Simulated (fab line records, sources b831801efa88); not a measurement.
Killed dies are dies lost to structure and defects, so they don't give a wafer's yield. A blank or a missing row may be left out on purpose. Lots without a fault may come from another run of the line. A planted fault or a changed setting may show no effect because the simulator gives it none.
Which tool did it? | flow gf180mcu | 13 lots, 39 wafers sampled, at 4 steps of a route of 602

WHAT THE GAUGES READ, wafer by wafer
GF_V5_CD_MEAS_14: target cd 260 nm.
lot  | measured     | on        | cd_nm (nm)
L293 | day 27 04:43 | cd_sem-01 | 258.7 260.0 260.4
L296 | day 28 05:26 | cd_sem-01 | 259.4 257.8 258.2
L297 | day 28 12:42 | cd_sem-02 | 260.3 259.7 260.7
L298 | day 28 23:20 | cd_sem-01 | 261.2 261.1 261.8
L300 | day 29 13:46 | cd_sem-02 | 258.5 260.4 260.3
L301 | day 30 00:55 | cd_sem-02 | 262.3 260.0 261.7
L302 | day 30 08:22 | cd_sem-01 | 258.0 257.2 257.9
L307 | day 31 12:35 | cd_sem-02 | 260.4 259.9 260.2
L308 | day 31 17:57 | cd_sem-01 | 260.4 261.6 260.8
L309 | day 32 00:05 | cd_sem-01 | 259.9 259.4 258.5
L310 | day 32 02:50 | cd_sem-02 | 259.8 260.7 261.1
L314 | day 33 13:32 | cd_sem-02 | 262.6 260.2 260.8
L315 | day 33 14:47 | cd_sem-01 | 257.4 257.8 257.4

GF_TOP_METAL_RS_MEAS_05: measures by four-point-probe.
lot  | measured     | on            | TOP_METAL_ALCU_RS (ohm/sq)
L293 | day 27 06:28 | film_metro-04 | 0.0324 0.0330 0.0333
L296 | day 28 07:11 | film_metro-01 | 0.0328 0.0328 0.0327
L297 | day 28 14:27 | film_metro-02 | 0.0326 0.0324 0.0332
L298 | day 29 01:12 | film_metro-04 | 0.0330 0.0326 0.0333
L300 | day 29 15:38 | film_metro-02 | 0.0334 0.0323 0.0327
L301 | day 30 02:44 | film_metro-02 | 0.0335 0.0324 0.0330
L302 | day 30 10:07 | film_metro-02 | 0.0332 0.0332 0.0333
L307 | day 31 14:20 | film_metro-02 | 0.0334 0.0323 0.0334
L308 | day 31 19:50 | film_metro-04 | 0.0323 0.0325 0.0330
L309 | day 32 02:07 | film_metro-02 | 0.0326 0.0333 0.0328
L310 | day 32 05:04 | film_metro-04 | 0.0327 0.0322 0.0321
L314 | day 33 15:47 | film_metro-04 | 0.0329 0.0322 0.0324
L315 | day 33 16:37 | film_metro-01 | 0.0324 0.0331 0.0331

GF_PASSIVATION_BOW_MEAS_14.
lot  | measured     | on            | PASSIVATION_BOW (um)
L293 | day 28 23:22 | film_metro-04 | 136 141 132
L296 | day 29 23:00 | film_metro-04 | 125 135 144
L297 | day 30 06:42 | film_metro-03 | 136 129 134
L298 | day 30 17:26 | film_metro-03 | 127 132 126
L300 | day 31 06:36 | film_metro-03 | 131 132 142
L301 | day 31 16:29 | film_metro-01 | 131 138 127
L302 | day 32 00:34 | film_metro-03 | 138 132 138
L307 | day 33 02:27 | film_metro-04 | 144 124 138
L308 | day 33 06:26 | film_metro-03 | 131 122 122
L309 | day 33 13:31 | film_metro-01 | 128 133 132
L310 | day 33 16:06 | film_metro-04 | 130 134 128
L314 | day 35 00:34 | film_metro-03 | 146 139 149
L315 | day 35 00:52 | film_metro-03 | 149 154 157

WHICH TOOL RAN EACH LOT (tool, then ch and the chambers of the sampled wafers, then the start)
lot  | GF_MIM_SPUTTER_04
L293 | pvd_sputter-02, day 24 12:30
L296 | pvd_sputter-04, day 25 14:56
L297 | pvd_sputter-03, day 25 23:10
L298 | pvd_sputter-04, day 26 10:10
L300 | pvd_sputter-04, day 27 00:59
L301 | pvd_sputter-02, day 27 14:07
L302 | pvd_sputter-04, day 27 20:41
L307 | pvd_sputter-03, day 29 04:58
L308 | pvd_sputter-02, day 29 11:00
L309 | pvd_sputter-02, day 29 16:31
L310 | pvd_sputter-03, day 29 20:07
L314 | pvd_sputter-02, day 31 10:12
L315 | pvd_sputter-03, day 31 11:53
- GF_MIM_SPUTTER_04: material TiN, target thk 50 nm, time 41.7 s.

WHAT THE TOOLS THEMSELVES READ (means of the sampled wafers that have a number; where no wafer has one, the mark that the record gives instead)
GF_MIM_SPUTTER_04.
lot  | tool           | throttle_valve_pct (%)
L293 | pvd_sputter-02 | 30.4
L296 | pvd_sputter-04 | 30.1
L297 | pvd_sputter-03 | 29.9
L298 | pvd_sputter-04 | 29.0
L300 | pvd_sputter-04 | 29.4
L301 | pvd_sputter-02 | 30.1
L302 | pvd_sputter-04 | 29.8
L307 | pvd_sputter-03 | 30.9
L308 | pvd_sputter-02 | 30.4
L309 | pvd_sputter-02 | 30.5
L310 | pvd_sputter-03 | 31.0
L314 | pvd_sputter-02 | 30.2
L315 | pvd_sputter-03 | 29.9

THE ANSWER, worked out from the rows above alone
Rule: what is usual is taken from the lots themselves. Put in order of their means at a reading, lots are off if they are a third of the lots or fewer, leave a main group of 4 or more, and stand apart from it by a gap of 3 or more times the standard deviation of the main group's means; of several such gaps the widest counts. A main group whose means are all the same, to the digits that the tables above print for the reading, isn't used. A lot without any number at a reading at which 4 lots or more have one is off too. The other lots that the step has rows for count as sound. The gauges are gone through in route order, then the tools' own readings, and for those a lot's mean is taken as printed above. The first step at which some lot is off is used, and at that step the reading that is off furthest; a lot without a number counts as furthest.
No lot is off at any reading shown: from this, nothing can be told.

WHAT THE SIMULATOR HAD PUT IN
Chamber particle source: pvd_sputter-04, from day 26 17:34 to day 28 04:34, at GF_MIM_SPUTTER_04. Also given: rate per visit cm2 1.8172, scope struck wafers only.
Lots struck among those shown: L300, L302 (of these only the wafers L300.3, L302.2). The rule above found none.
